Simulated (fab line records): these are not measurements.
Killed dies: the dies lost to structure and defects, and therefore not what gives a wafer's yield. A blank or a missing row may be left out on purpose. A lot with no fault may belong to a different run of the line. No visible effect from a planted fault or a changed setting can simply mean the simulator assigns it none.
A struck lot beside a sound one + flow sky130 + 30 steps out of a route of 708
Sound: wafers L483.2, L483.3, L483.6. Wafers struck: L489.1, L489.5, L489.6. At the end, the cause is stated.
At each step with rows: each side's tool, then ch and its chambers, then its first start. Under that, the readings that differ: sound wafers + struck wafers + difference of the means + sigmas: that difference in standard deviations of wafers without a fault.
alike: readings whose means differ by less than 2 such deviations, and words and numbers that are the same on both sides. not compared: withheld readings, readings that some wafer has no value for, bounds like >300 that may hide the same value, and numbers for which the record gives no deviation and whose values overlap.
The two part at a step that has a row with sigmas, a row that says differs or no value, or rows on one side only. Numbers that have no deviation but don't overlap get no sigmas and don't part them. Lack of a reading on every wafer of one side parts them only where that side has two or more wafers.

first, 6 steps without rows for these wafers: SKY_SD_N_IMPLANT_10; SKY_SD_N_STRIP_11 (strips in O2/N2); SKY_SD_N_CLEAN_13 (cleans in SC1/SC2, time 150 s); SKY_SD_N_RTA_14 (time 2 s); SKY_SALICIDE_CLEAN_00 (cleans in HF-last, time 30 s); SKY_LI_CONTACT_HDPCVD_00 (deposits PSG, target thk 930 nm, time 155 s).
SKY_LI_CONTACT_CMP_02: polishes PSG.
  sound on cmp-02 ch 0,2,3, day 31 06:35; struck on cmp-01 ch 0,1,3, day 33 01:36
  alike: motorCurrentA, timeToEndpointS
then, 22 steps without rows for these wafers: SKY_LI_CONTACT_DEHYDRATE_04 (time 60 s); SKY_LI_CONTACT_HMDS_05 (prime time 60 s); SKY_LI_CONTACT_COAT_06 (resist thk 60 nm); SKY_LI_CONTACT_COAT_07 (resist thk 450 nm); SKY_LI_CONTACT_SOFTBAKE_08 (time 90 s); SKY_LI_CONTACT_EXPOSE_09 (exposes mask LICM1, target cd 170 nm); SKY_LI_CONTACT_PEB_10; SKY_LI_CONTACT_DEVELOP_11 (develop time 60 s); SKY_LI_CONTACT_ETCH_14 (etches BARC in N2/H2, stops on SiO2, time 45.9 s, target depth 60 nm); SKY_LI_CONTACT_ETCH_15 (etches PSG in C4F8/O2/Ar, stops on Si, target depth 600 nm); SKY_LI_CONTACT_STRIP_16 (strips in O2/N2); SKY_LI_CONTACT_CLEAN_17 (cleans in NMP, time 600 s); SKY_LI_CONTACT_PRE_CLEAN_18 (time 5.6 s); SKY_LI_CONTACT_SPUTTER_19 (material Ti, target thk 20 nm, time 106.37 s); SKY_LI_CONTACT_SPUTTER_20 (material TiN, target thk 20 nm, time 80 s); SKY_LI_CONTACT_CVD_21 (deposits W, target thk 400 nm, time 120.56 s); SKY_LI_CONTACT_CMP_24 (polishes, stops on PSG, t overpolish 20 s, target thk 0 nm); SKY_LOCAL_INTERCONNECT_SPUTTER_00 (material TiN, target thk 100 nm, time 83.3 s); SKY_LOCAL_INTERCONNECT_DEHYDRATE_03 (time 60 s); SKY_LOCAL_INTERCONNECT_HMDS_04 (prime time 60 s); SKY_LOCAL_INTERCONNECT_COAT_05 (resist thk 60 nm); SKY_LOCAL_INTERCONNECT_COAT_06 (resist thk 454.4 nm).
-- here the record skips 16 days between the struck wafers' starts before and after, leaving off in module LOCAL_INTERCONNECT and picking up in module PAD_OPEN (first step shown: number 708 of the route) --
SKY_PAD_OPEN_PROBE_99:
  rows exist in the record for the struck wafers here (prober-01, day 49 09:15), but not for the sound ones

WHERE THEY PART
SKY_PAD_OPEN_PROBE_99 only, going by this record.

WHY: the cause the simulator had injected
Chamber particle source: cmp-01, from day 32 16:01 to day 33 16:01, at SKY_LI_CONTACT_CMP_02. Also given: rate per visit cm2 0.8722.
